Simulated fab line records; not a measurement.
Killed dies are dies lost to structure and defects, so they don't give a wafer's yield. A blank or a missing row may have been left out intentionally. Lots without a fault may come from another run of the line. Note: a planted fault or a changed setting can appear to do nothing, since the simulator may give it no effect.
Matching of chambers :: flow gf180mcu :: 4 sister chambers for GF_STI_ETCH_14 on rie-si-02
The step etches Si in HBr/Cl2/O2, target depth 360 nm, time 102.9 s. 8 wafers are shown with their chamber, then 8 later ones without.

## EACH WAFER AND ITS CHAMBER
wafer: L976.5
chamber: 2
drypump-motor-current-A (A): 5.3
run-length-s (s): 131.7

wafer: L979.4
chamber: 2
drypump-motor-current-A (A): 5.3
run-length-s (s): 131.1

wafer: L979.6
chamber: 3
drypump-motor-current-A (A): 5.4
run-length-s (s): 131.2

wafer: L987.3
chamber: 1
drypump-motor-current-A (A): 6.1
run-length-s (s): 130.4

wafer: L987.6
chamber: 3
drypump-motor-current-A (A): 5.3
run-length-s (s): 130.8

wafer: L989.1
chamber: 1
drypump-motor-current-A (A): 6.1
run-length-s (s): 130.8

wafer: L989.6
chamber: 0
drypump-motor-current-A (A): 5.0
run-length-s (s): 131.6

wafer: L990.1
chamber: 0
drypump-motor-current-A (A): 5.0
run-length-s (s): 131.9

## WAFERS WHOSE CHAMBER IS MISSING
wafer: L990.2
drypump-motor-current-A (A): 5.4
run-length-s (s): 131.1

wafer: L990.3
drypump-motor-current-A (A): 6.1
run-length-s (s): 130.6

wafer: L992.4
drypump-motor-current-A (A): 5.3
run-length-s (s): 131.1

wafer: L992.5
drypump-motor-current-A (A): 5.3
run-length-s (s): 130.8

wafer: L992.6
drypump-motor-current-A (A): 5.3
run-length-s (s): 131.2

wafer: L994.1
drypump-motor-current-A (A): 5.0
run-length-s (s): 131.8

wafer: L994.3
drypump-motor-current-A (A): 6.1
run-length-s (s): 130.3

wafer: L994.4
drypump-motor-current-A (A): 5.3
run-length-s (s): 131.3

## EACH ONE'S CHAMBER
wafer: L990.2
from the rows above: can't be placed: 3 or 2
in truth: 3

wafer: L990.3
from the rows above: 1
in truth: 1

wafer: L992.4
from the rows above: can't be placed: 2 or 3
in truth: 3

wafer: L992.5
from the rows above: can't be placed: 3 or 2
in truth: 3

wafer: L992.6
from the rows above: can't be placed: 2 or 3
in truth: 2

wafer: L994.1
from the rows above: 0
in truth: 0

wafer: L994.3
from the rows above: 1
in truth: 1

wafer: L994.4
from the rows above: can't be placed: 2 or 3
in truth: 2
Placed correctly: 3 of 8. Cannot be placed on the basis of these rows: 5; the candidates contain the true chamber in 5. Placed wrongly: 0.
How it was worked out, from the rows above alone: a wafer's distance from a chamber is the root of the sum, over the readings, of the square of ((its reading less the chamber's mean) divided by the reading's scatter). If the next closest chamber is less than 2 further off than the closest, the wafer can't be placed; otherwise it belongs to the closest. For every chamber, the mean is computed from those of its wafers that are shown. The scatter is the square root of a quotient: the sum, over the shown wafers, of each reading's squared deviation from its chamber's mean, divided by wafers minus chambers.
